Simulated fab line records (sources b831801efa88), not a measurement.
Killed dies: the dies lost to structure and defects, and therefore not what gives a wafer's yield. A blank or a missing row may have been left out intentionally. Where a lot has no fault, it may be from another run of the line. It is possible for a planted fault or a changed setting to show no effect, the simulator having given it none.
fab line records || flow sfqLine
record {"lots": 14, "wafers": 42, "lastDay": 92}
route steps=325 shown M7@293
lots that met no fault: from a run of the same line without faults
startH: hours from the record's opening day to when the first of the lot's shown wafers began || waitH: hours elapsed since this lot's preceding step || " same as the row above || L1.1+2: several wafers, shown together as one row || - either no value or no given start || * or withheld: withheld || < > ~ a bound
route shown NAME@n: names a module that has steps shown in the file, with the first one's number in the route || usual: mean/standard deviation taken from wafers without a fault || same: alike in all rows || chamber/n: place in a boat || sites: readings site by site || _std_site: their standard deviation || _edge_site: inner sites' mean taken away from outer sites' mean || radiusMm: how far each site lies from the wafer's centre || mask NAME#n: copy n || behind: the last tool/chamber to shape the wafer || hold: why the lot was held/for how many hours/how that ended || device: whichever transistor did not switch (one of n, p or np) || end of line: the same wafers' tests at the end of the route || step lacking rows: just its recipe || killed: the dies lost at the first sort to structure and to defects; this is not the yield of the wafer || map: the dies of a wafer, with x for killed, . for not killed, _ for no die there
set.NAME: the run value of the setting; set.NAME@STEP: its run value at that earlier step || model.NAME: the simulator's own value behind a step, which no gauge read
steps of the route over a sample of lots; a table a step, a row a wafer
services: a tool's chamber out of use, with start hour (startH, from the record's first day; less than 0 if before it), hours out, and reason
## steps
# step SFQ_TRILAYER_M7_ETCH_METAL_ETCH_180
# recipe {"target": "Nb", "stopOn": "SiO2", "maskMaterial": "PR", "chemistry": "Cl2/Ar", "targetDepthNm": 240, "icpW": 600, "biasW": 80, "pressureMtorr": 10, "timeS": 120}
# usual {"biasW": "80.01/0.23", "chamberPressureMTorr": "10.000/0.0084", "drypumpMotorCurrentA": "6.0/0.36", "oesProductAu": "0.892/0.0061"}
{"lot.wafer": "L910.1", "tool": "rieMetal-02", "chamber": 1, "startH": 1600.40, "waitH": 0.0, "biasW": 80.01, "chamberPressureMTorr": 9.987, "drypumpMotorCurrentA": 5.9, "oesProductAu": 0.893, "rfHoursCounterH": 60}
{"lot.wafer": "L910.3", "tool": "rieMetal-02", "chamber": 1, "startH": 1600.40, "waitH": 0.0, "biasW": 80.01, "chamberPressureMTorr": 9.992, "drypumpMotorCurrentA": 5.9, "oesProductAu": 0.896, "rfHoursCounterH": "-"}
{"lot.wafer": "L910.6", "tool": "rieMetal-02", "chamber": 0, "startH": 1600.40, "waitH": 0.0, "biasW": 80.03, "chamberPressureMTorr": 9.992, "drypumpMotorCurrentA": 6.3, "oesProductAu": 0.901, "rfHoursCounterH": "-"}
{"lot.wafer": "L911.2", "tool": "rieMetal-02", "chamber": 1, "startH": 1648.37, "waitH": 0.0, "biasW": 79.99, "chamberPressureMTorr": 9.992, "drypumpMotorCurrentA": 5.9, "oesProductAu": 0.891, "rfHoursCounterH": 66}
{"lot.wafer": "L911.3", "tool": "rieMetal-02", "chamber": 1, "startH": 1648.37, "waitH": 0.0, "biasW": 80.07, "chamberPressureMTorr": 10.001, "drypumpMotorCurrentA": 5.9, "oesProductAu": 0.891, "rfHoursCounterH": "-"}
{"lot.wafer": "L911.4", "tool": "rieMetal-02", "chamber": 0, "startH": 1648.37, "waitH": 0.0, "biasW": 79.96, "chamberPressureMTorr": 10.009, "drypumpMotorCurrentA": 6.2, "oesProductAu": 0.888, "rfHoursCounterH": "-"}
{"lot.wafer": "L912.2", "tool": "rieMetal-04", "chamber": 0, "startH": 1805.43, "waitH": 0.0, "biasW": 79.93, "chamberPressureMTorr": 9.974, "drypumpMotorCurrentA": 6.4, "oesProductAu": 0.894, "rfHoursCounterH": 112}
{"lot.wafer": "L912.3", "tool": "rieMetal-04", "chamber": 1, "startH": 1805.43, "waitH": 0.0, "biasW": 79.60, "chamberPressureMTorr": 9.985, "drypumpMotorCurrentA": 5.2, "oesProductAu": 0.895, "rfHoursCounterH": "-"}
{"lot.wafer": "L912.5", "tool": "rieMetal-04", "chamber": 0, "startH": 1805.43, "waitH": 0.0, "biasW": 79.95, "chamberPressureMTorr": 10.001, "drypumpMotorCurrentA": 6.4, "oesProductAu": 0.891, "rfHoursCounterH": "-"}
{"lot.wafer": "L913.3", "tool": "rieMetal-02", "chamber": 1, "startH": 1806.79, "waitH": 0.1, "biasW": 80.16, "chamberPressureMTorr": 10.012, "drypumpMotorCurrentA": 5.9, "oesProductAu": 0.886, "rfHoursCounterH": "-"}
{"lot.wafer": "L913.4", "tool": "rieMetal-02", "chamber": 0, "startH": 1806.79, "waitH": 0.1, "biasW": 80.47, "chamberPressureMTorr": 10.000, "drypumpMotorCurrentA": 6.3, "oesProductAu": 0.900, "rfHoursCounterH": "-"}
{"lot.wafer": "L913.6", "tool": "rieMetal-02", "chamber": 0, "startH": 1806.79, "waitH": 0.1, "biasW": 80.18, "chamberPressureMTorr": 10.002, "drypumpMotorCurrentA": 6.3, "oesProductAu": 0.895, "rfHoursCounterH": "-"}
{"lot.wafer": "L917.1", "tool": "rieMetal-02", "chamber": 0, "startH": 1828.14, "waitH": 0.0, "biasW": 79.89, "chamberPressureMTorr": 10.018, "drypumpMotorCurrentA": 6.2, "oesProductAu": 0.876, "rfHoursCounterH": 6}
{"lot.wafer": "L917.2", "tool": "rieMetal-02", "chamber": 1, "startH": 1828.14, "waitH": 0.0, "biasW": 80.06, "chamberPressureMTorr": 10.003, "drypumpMotorCurrentA": 5.9, "oesProductAu": 0.886, "rfHoursCounterH": 88}
{"lot.wafer": "L917.3", "tool": "rieMetal-02", "chamber": 1, "startH": 1828.14, "waitH": 0.0, "biasW": 80.04, "chamberPressureMTorr": 9.996, "drypumpMotorCurrentA": 5.9, "oesProductAu": 0.884, "rfHoursCounterH": "-"}
{"lot.wafer": "L919.3", "tool": "rieMetal-02", "chamber": 0, "startH": 1839.00, "waitH": 0.1, "biasW": 79.78, "chamberPressureMTorr": 9.988, "drypumpMotorCurrentA": 6.2, "oesProductAu": 0.892, "rfHoursCounterH": "-"}
{"lot.wafer": "L919.4", "tool": "rieMetal-02", "chamber": 1, "startH": 1839.00, "waitH": 0.1, "biasW": 79.77, "chamberPressureMTorr": 10.013, "drypumpMotorCurrentA": 5.9, "oesProductAu": 0.895, "rfHoursCounterH": "-"}
{"lot.wafer": "L919.5", "tool": "rieMetal-02", "chamber": 1, "startH": 1839.00, "waitH": 0.1, "biasW": 80.09, "chamberPressureMTorr": 9.993, "drypumpMotorCurrentA": 5.9, "oesProductAu": 0.897, "rfHoursCounterH": "-"}
{"lot.wafer": "L922.1", "tool": "rieMetal-04", "chamber": 0, "startH": 1846.14, "waitH": 0.0, "biasW": "-", "chamberPressureMTorr": "-", "drypumpMotorCurrentA": "-", "oesProductAu": "-", "rfHoursCounterH": "-"}
{"lot.wafer": "L922.3", "tool": "rieMetal-04", "chamber": 1, "startH": 1846.14, "waitH": 0.0, "biasW": "-", "chamberPressureMTorr": "-", "drypumpMotorCurrentA": "-", "oesProductAu": "-", "rfHoursCounterH": "-"}
{"lot.wafer": "L922.4", "tool": "rieMetal-04", "chamber": 0, "startH": 1846.14, "waitH": 0.0, "biasW": "-", "chamberPressureMTorr": "-", "drypumpMotorCurrentA": "-", "oesProductAu": "-", "rfHoursCounterH": "-"}
{"lot.wafer": "L924.1", "tool": "rieMetal-04", "chamber": 0, "startH": 1848.54, "waitH": 0.0, "biasW": "-", "chamberPressureMTorr": "-", "drypumpMotorCurrentA": "-", "oesProductAu": "-", "rfHoursCounterH": "-"}
{"lot.wafer": "L924.3", "tool": "rieMetal-04", "chamber": 1, "startH": 1848.54, "waitH": 0.0, "biasW": "-", "chamberPressureMTorr": "-", "drypumpMotorCurrentA": "-", "oesProductAu": "-", "rfHoursCounterH": "-"}
{"lot.wafer": "L924.5", "tool": "rieMetal-04", "chamber": 1, "startH": 1848.54, "waitH": 0.0, "biasW": "-", "chamberPressureMTorr": "-", "drypumpMotorCurrentA": "-", "oesProductAu": "-", "rfHoursCounterH": "-"}
{"lot.wafer": "L923.3", "tool": "rieMetal-02", "chamber": 0, "startH": 1887.05, "waitH": 0.1, "biasW": 80.08, "chamberPressureMTorr": 9.996, "drypumpMotorCurrentA": 6.2, "oesProductAu": 0.888, "rfHoursCounterH": "-"}
{"lot.wafer": "L923.4", "tool": "rieMetal-02", "chamber": 0, "startH": 1887.05, "waitH": 0.1, "biasW": 80.25, "chamberPressureMTorr": 9.997, "drypumpMotorCurrentA": 6.3, "oesProductAu": 0.900, "rfHoursCounterH": "-"}
{"lot.wafer": "L923.6", "tool": "rieMetal-02", "chamber": 0, "startH": 1887.05, "waitH": 0.1, "biasW": 80.14, "chamberPressureMTorr": 9.982, "drypumpMotorCurrentA": 6.2, "oesProductAu": 0.893, "rfHoursCounterH": "-"}
{"lot.wafer": "L926.3", "tool": "rieMetal-02", "chamber": 1, "startH": 1963.94, "waitH": 0.1, "biasW": 79.97, "chamberPressureMTorr": 10.004, "drypumpMotorCurrentA": 5.9, "oesProductAu": 0.891, "rfHoursCounterH": "-"}
{"lot.wafer": "L926.4", "tool": "rieMetal-02", "chamber": 0, "startH": 1963.94, "waitH": 0.1, "biasW": 80.20, "chamberPressureMTorr": 10.011, "drypumpMotorCurrentA": 6.2, "oesProductAu": 0.879, "rfHoursCounterH": "-"}
{"lot.wafer": "L926.5", "tool": "rieMetal-02", "chamber": 1, "startH": 1963.94, "waitH": 0.1, "biasW": 80.19, "chamberPressureMTorr": 9.999, "drypumpMotorCurrentA": 5.9, "oesProductAu": 0.881, "rfHoursCounterH": "-"}
{"lot.wafer": "L927.1", "tool": "rieMetal-04", "chamber": 1, "startH": 2099.80, "waitH": 0.0, "biasW": 79.86, "chamberPressureMTorr": 9.994, "drypumpMotorCurrentA": 5.2, "oesProductAu": 0.885, "rfHoursCounterH": 15}
{"lot.wafer": "L927.3", "tool": "rieMetal-04", "chamber": 1, "startH": 2099.80, "waitH": 0.0, "biasW": 79.99, "chamberPressureMTorr": 10.001, "drypumpMotorCurrentA": 5.1, "oesProductAu": 0.894, "rfHoursCounterH": "-"}
{"lot.wafer": "L927.6", "tool": "rieMetal-04", "chamber": 0, "startH": 2099.80, "waitH": 0.0, "biasW": 79.74, "chamberPressureMTorr": 9.999, "drypumpMotorCurrentA": 6.4, "oesProductAu": 0.884, "rfHoursCounterH": "-"}
{"lot.wafer": "L928.1", "tool": "rieMetal-01", "chamber": 1, "startH": 2101.00, "waitH": 0.0, "biasW": 80.19, "chamberPressureMTorr": 9.987, "drypumpMotorCurrentA": 6.1, "oesProductAu": 0.890, "rfHoursCounterH": 77}
{"lot.wafer": "L928.3", "tool": "rieMetal-01", "chamber": 0, "startH": 2101.00, "waitH": 0.0, "biasW": 79.93, "chamberPressureMTorr": 10.013, "drypumpMotorCurrentA": 5.9, "oesProductAu": 0.885, "rfHoursCounterH": "-"}
{"lot.wafer": "L928.5", "tool": "rieMetal-01", "chamber": 0, "startH": 2101.00, "waitH": 0.0, "biasW": 80.04, "chamberPressureMTorr": 9.993, "drypumpMotorCurrentA": 5.9, "oesProductAu": 0.886, "rfHoursCounterH": "-"}
{"lot.wafer": "L932.1", "tool": "rieMetal-01", "chamber": 0, "startH": 2194.10, "waitH": 0.0, "biasW": 79.93, "chamberPressureMTorr": 10.008, "drypumpMotorCurrentA": 6.0, "oesProductAu": 0.895, "rfHoursCounterH": 124}
{"lot.wafer": "L932.3", "tool": "rieMetal-01", "chamber": 1, "startH": 2194.10, "waitH": 0.0, "biasW": 80.15, "chamberPressureMTorr": 10.005, "drypumpMotorCurrentA": 6.1, "oesProductAu": 0.898, "rfHoursCounterH": "-"}
{"lot.wafer": "L932.4", "tool": "rieMetal-01", "chamber": 0, "startH": 2194.10, "waitH": 0.0, "biasW": 80.14, "chamberPressureMTorr": 9.994, "drypumpMotorCurrentA": 5.9, "oesProductAu": 0.898, "rfHoursCounterH": "-"}
{"lot.wafer": "L933.2", "tool": "rieMetal-02", "chamber": 1, "startH": 2197.70, "waitH": 0.0, "biasW": 79.78, "chamberPressureMTorr": 10.006, "drypumpMotorCurrentA": 5.9, "oesProductAu": 0.886, "rfHoursCounterH": 11}
{"lot.wafer": "L933.5", "tool": "rieMetal-02", "chamber": 1, "startH": 2197.70, "waitH": 0.0, "biasW": 79.99, "chamberPressureMTorr": 10.002, "drypumpMotorCurrentA": 5.9, "oesProductAu": 0.895, "rfHoursCounterH": "-"}
{"lot.wafer": "L933.6", "tool": "rieMetal-02", "chamber": 0, "startH": 2197.70, "waitH": 0.0, "biasW": 80.04, "chamberPressureMTorr": 10.001, "drypumpMotorCurrentA": 6.3, "oesProductAu": 0.901, "rfHoursCounterH": "-"}
## services
{"tool": "rieMetal-02", "chamber": "-", "startH": 1678.56, "hours": 2.8, "kind": "pm"}
{"tool": "rieMetal-02", "chamber": 0, "startH": 1755.02, "hours": "-", "kind": "clean"}
{"tool": "rieMetal-02", "chamber": 0, "startH": 1755.02, "hours": "-", "kind": "consumableReplace:focusRing"}
{"tool": "rieMetal-02", "chamber": 0, "startH": 1755.02, "hours": 18.1, "kind": "scheduledDown"}
{"tool": "rieMetal-02", "chamber": 0, "startH": 1755.02, "hours": 18.1, "kind": "ventCycle"}
{"tool": "rieMetal-04", "chamber": 1, "startH": 1791.19, "hours": 2.4, "kind": "repair"}
{"tool": "rieMetal-02", "chamber": 1, "startH": 1880.71, "hours": 16.5, "kind": "repair"}
{"tool": "rieMetal-04", "chamber": 0, "startH": 1902.97, "hours": "-", "kind": "clean"}
{"tool": "rieMetal-04", "chamber": 0, "startH": 1902.97, "hours": "-", "kind": "consumableReplace:focusRing"}
{"tool": "rieMetal-04", "chamber": 0, "startH": 1902.97, "hours": 21.1, "kind": "scheduledDown"}
{"tool": "rieMetal-04", "chamber": 0, "startH": 1902.97, "hours": 21.1, "kind": "ventCycle"}
{"tool": "rieMetal-04", "chamber": 1, "startH": 1914.99, "hours": 2.4, "kind": "repair"}
{"tool": "rieMetal-01", "chamber": "-", "startH": 1921.96, "hours": 1.4, "kind": "pm"}
{"tool": "rieMetal-02", "chamber": 1, "startH": 1925.76, "hours": 20.1, "kind": "repair"}
{"tool": "rieMetal-04", "chamber": 1, "startH": 1928.42, "hours": "-", "kind": "clean"}
{"tool": "rieMetal-04", "chamber": 1, "startH": 1928.42, "hours": "-", "kind": "consumableReplace:esc"}
{"tool": "rieMetal-04", "chamber": 1, "startH": 1928.42, "hours": "-", "kind": "consumableReplace:focusRing"}
{"tool": "rieMetal-04", "chamber": 1, "startH": 1928.42, "hours": 27.5, "kind": "scheduledDown"}
{"tool": "rieMetal-04", "chamber": "-", "startH": 2056.52, "hours": 0.4, "kind": "repair"}
{"tool": "rieMetal-02", "chamber": 1, "startH": 2075.65, "hours": "-", "kind": "clean"}
{"tool": "rieMetal-02", "chamber": 1, "startH": 2075.65, "hours": "-", "kind": "consumableReplace:focusRing"}
{"tool": "rieMetal-02", "chamber": 1, "startH": 2075.65, "hours": 23.0, "kind": "scheduledDown"}
{"tool": "rieMetal-02", "chamber": 1, "startH": 2075.65, "hours": 23.0, "kind": "ventCycle"}
{"tool": "rieMetal-01", "chamber": "-", "startH": 2162.38, "hours": 2.8, "kind": "pm"}
## key
firstSign {"step": "SFQ_TRILAYER_M7_ETCH_METAL_ETCH_180", "reading": "toolRecord", "direction": "missing"}
effect none on later readings
metAt SFQ_TRILAYER_M7_ETCH_METAL_ETCH_180
struckLots L922,L924
onsetBetween 1805.43 1846.14
fault {"kind": "skippedStepWhole", "tool": "rieMetal-04", "chamber": "-", "onsetH": 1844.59, "steps": "SFQ_TRILAYER_M7_ETCH_METAL_ETCH_180", "scope": "struckLotsOnly"}
